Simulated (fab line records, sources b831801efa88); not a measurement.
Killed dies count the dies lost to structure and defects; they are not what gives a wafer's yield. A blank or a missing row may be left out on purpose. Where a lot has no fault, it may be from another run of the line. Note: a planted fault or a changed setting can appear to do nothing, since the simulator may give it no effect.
The same fault as seen by 2 desks / flow sky130 / each desk has only its own numbers; what lay behind them comes last

TOOL OWNER'S DESK, cvd-w-02
The tool's own readings at SKY_VIA3_CVD_21 (deposits W, target thk 390 nm, time 117.31 s): means of the sampled wafers that have a number, for each lot that ran on this tool. The brackets show how far a lot's mean lies from the usual mean; more than 4 standard deviations puts the lot out of limits, marked OUT.
Columns: A = heater-power-w at SKY_VIA3_CVD_21, usual 800 W
lot=L312; first seen here=day 39 16:14; A=742
lot=L313; first seen here=day 40 08:02; A=803
lot=L314; first seen here=day 40 12:56; A=786
lot=L316; first seen here=day 40 20:51; A=765
lot=L323; first seen here=day 42 20:30; A=813
lot=L324; first seen here=day 43 00:10; A=797
lot=L325; first seen here=day 43 11:26; A=804
lot=L327; first seen here=day 43 17:19; A=842
This desk found nothing out of limits on any of the 8 lots.

FROM THE METROLOGY DESK
What the gauges read for every lot (on any tool): the sampled wafers with a number, averaged. The brackets show how far a lot's mean lies from the usual mean; more than 4 standard deviations puts the lot out of limits, marked OUT.
Columns: A = VIA3_W_RS at SKY_VIA3_RS_MEAS_22, usual 0.2950 ohm/sq; B = VIA3_W_THK at SKY_VIA3_THK_MEAS_23, usual 386 nm; C = METAL5_ALCU_RS at SKY_METAL5_RS_MEAS_05, usual 0.0271 ohm/sq
lot=L312; first seen here=day 39 16:29; A=0.2937; B=393; C=0.0275
lot=L313; first seen here=day 40 08:11; A=0.2964; B=378; C=0.0271
lot=L314; first seen here=day 40 13:04; A=0.2915; B=389; C=0.0265
lot=L316; first seen here=day 40 21:00; A=0.2939; B=388; C=0.0269
lot=L323; first seen here=day 42 20:37; A=0.2928; B=387; C=0.0269
lot=L324; first seen here=day 43 00:17; A=0.2735 (-8.9) OUT; B=424 (+6.3) OUT; C=0.0275
lot=L325; first seen here=day 43 11:34; A=0.2770 (-7.5) OUT; B=409; C=0.0272
lot=L327; first seen here=day 43 17:26; A=0.2293 (-27) OUT; B=476 (+15) OUT; C=0.0268
lot=L329; first seen here=day 44 13:43; A=0.2918; B=398; C=0.0271
lot=L335; first seen here=day 46 01:41; A=0.2950; B=394; C=0.0272
Per this desk, out of limits: L324, L325, L327; the first was L324, day 43 00:17 (VIA3_W_RS at SKY_VIA3_RS_MEAS_22). L312, L313, L314, L316, L323, L329, L335 stayed within limits.

PUT TOGETHER
On L324, L325, L327, the metrology desk was in a position to raise an alarm at day 43 00:17.
Nothing out of limits was seen by the tool owner's desk.
On record at the tool owner's desk: L324, L325, L327, within its limits.
On cvd-w-02, each named lot ran SKY_VIA3_CVD_21.

WHAT THE SIMULATOR PUT IN
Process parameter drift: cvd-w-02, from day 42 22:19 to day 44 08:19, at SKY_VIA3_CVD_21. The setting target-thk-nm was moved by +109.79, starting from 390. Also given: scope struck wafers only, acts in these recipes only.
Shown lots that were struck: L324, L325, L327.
Time in hours between the start of the fault and the first out-of-limits reading at each desk: metrology desk, 2.
